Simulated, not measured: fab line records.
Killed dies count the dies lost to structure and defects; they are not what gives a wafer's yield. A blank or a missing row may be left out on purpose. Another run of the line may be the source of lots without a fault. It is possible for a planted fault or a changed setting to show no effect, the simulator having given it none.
Which tool is to blame? + flow sky130 + 21 wafers from 7 lots sampled at 2 of the route's 708 steps

## WHAT THE GAUGES SHOWED, per wafer
SKY_GATE_OXIDE_TW_MEAS_14.
| lot  | measured     | on            | GATE_OXIDE_TW     |
|------|--------------|---------------|-------------------|
| L408 | day 14 12:07 | film_metro-03 | 224.8 223.1 223.9 |
| L411 | day 15 16:47 | film_metro-03 | 221.9 222.5 222.3 |
| L414 | day 17 23:49 | film_metro-02 | 29.5 29.7 29.6    |
| L421 | day 19 19:47 | film_metro-04 | 225.8 225.0 225.8 |
| L424 | day 20 13:50 | film_metro-04 | 226.3 226.0 226.5 |
| L426 | day 21 13:22 | film_metro-04 | 227.5 226.9 226.6 |
| L428 | day 21 17:37 | film_metro-03 | 221.8 222.5 222.4 |

## TOOL THAT RAN EACH LOT (tool first, then ch and the chambers of the sampled wafers, then the start)
| lot  | SKY_GATE_OXIDE_IMPLANT_11       |
|------|---------------------------------|
| L408 | implanter-01 ch 0, day 14 11:47 |
| L411 | implanter-01 ch 0, day 15 16:26 |
| L414 | implanter-03, day 17 23:29      |
| L421 | implanter-01 ch 0, day 19 19:26 |
| L424 | implanter-02 ch 0, day 20 13:31 |
| L426 | implanter-02 ch 0, day 21 13:01 |
| L428 | implanter-01 ch 0, day 21 17:16 |
- SKY_GATE_OXIDE_IMPLANT_11

## THE ANSWER, worked out from the rows above alone
Rule: the lots themselves supply what counts as usual. Put in order of their means at a reading, lots are off if they are a third of the lots or fewer, leave a main group of 4 or more, and stand apart from it by a gap of 3 or more times the standard deviation of the main group's means; of several such gaps the widest counts. The tables above print the reading to a certain number of digits; a main group whose means all agree to those digits is not used. A lot without any number at a reading at which 4 lots or more have one is off too. Where the step has rows for the other lots, those lots are counted as sound.
Off: L414, seen at SKY_GATE_OXIDE_TW_MEAS_14 (GATE_OXIDE_TW). The main group has a mean of 224.5 with a standard deviation of 1.9.
If a tool, at a process step before that reading, ran all the lots that are off and no sound lot after the first of them, it fits. The gauges at SKY_GATE_OXIDE_TW_MEAS_14 are tried like those tools. Can't be told from this: 2 tools fit, implanter-03 at SKY_GATE_OXIDE_IMPLANT_11, film_metro-02 at SKY_GATE_OXIDE_TW_MEAS_14.

## WHAT HAD BEEN PUT IN BY THE SIMULATOR
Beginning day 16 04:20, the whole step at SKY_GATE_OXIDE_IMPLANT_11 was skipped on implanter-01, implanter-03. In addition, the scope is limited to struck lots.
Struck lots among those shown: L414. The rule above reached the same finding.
